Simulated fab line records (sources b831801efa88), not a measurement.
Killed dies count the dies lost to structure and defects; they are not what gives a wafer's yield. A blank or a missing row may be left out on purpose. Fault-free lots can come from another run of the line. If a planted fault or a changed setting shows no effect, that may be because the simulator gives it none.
Chamber matching / flow gf180mcu / cmp-01 running GF_V5_CMP_26: 3 sister chambers
The step polishes, stops on SiO2, t overpolish 15 s, target thk 0 nm. 3 wafers are shown with their chamber, then 7 later ones without.

## WAFERS, EACH WITH ITS CHAMBER
wafer=L406.1; chamber=2; time_to_endpoint_s (s)=90
wafer=L406.3; chamber=0; time_to_endpoint_s (s)=88
wafer=L413.1; chamber=1; time_to_endpoint_s (s)=84

## WAFERS WHOSE CHAMBER IS MISSING
wafer=L413.2; time_to_endpoint_s (s)=90
wafer=L413.5; time_to_endpoint_s (s)=90
wafer=L414.1; time_to_endpoint_s (s)=81
wafer=L414.5; time_to_endpoint_s (s)=82
wafer=L414.6; time_to_endpoint_s (s)=92
wafer=L415.1; time_to_endpoint_s (s)=87
wafer=L415.5; time_to_endpoint_s (s)=89

## WHICH CHAMBER EACH ONE RAN IN
wafer=L413.2; from the rows above=can't be placed: 2 or 0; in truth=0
wafer=L413.5; from the rows above=can't be placed: 2 or 0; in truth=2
wafer=L414.1; from the rows above=1; in truth=1
wafer=L414.5; from the rows above=1; in truth=1
wafer=L414.6; from the rows above=can't be placed: 2 or 0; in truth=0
wafer=L415.1; from the rows above=can't be placed: 0 or 1 or 2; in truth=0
wafer=L415.5; from the rows above=can't be placed: 0 or 2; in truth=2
Correctly placed: 2 of 7. From these rows, 5 cannot be placed; in 5 the true chamber is one of the candidates. 0 placed wrongly.
How it was worked out, from the rows above alone: a wafer's distance from a chamber is the root of the sum, over the readings, of the square of ((its reading less the chamber's mean) divided by the reading's scatter). The wafer belongs to the nearest chamber; if the next one is less than 2 further off, it can't be placed. Each chamber's mean is taken over the wafers shown for it. The scatter: with one shown wafer a chamber, the root of the mean of the squares of how far each hidden wafer lies from its nearest shown one.
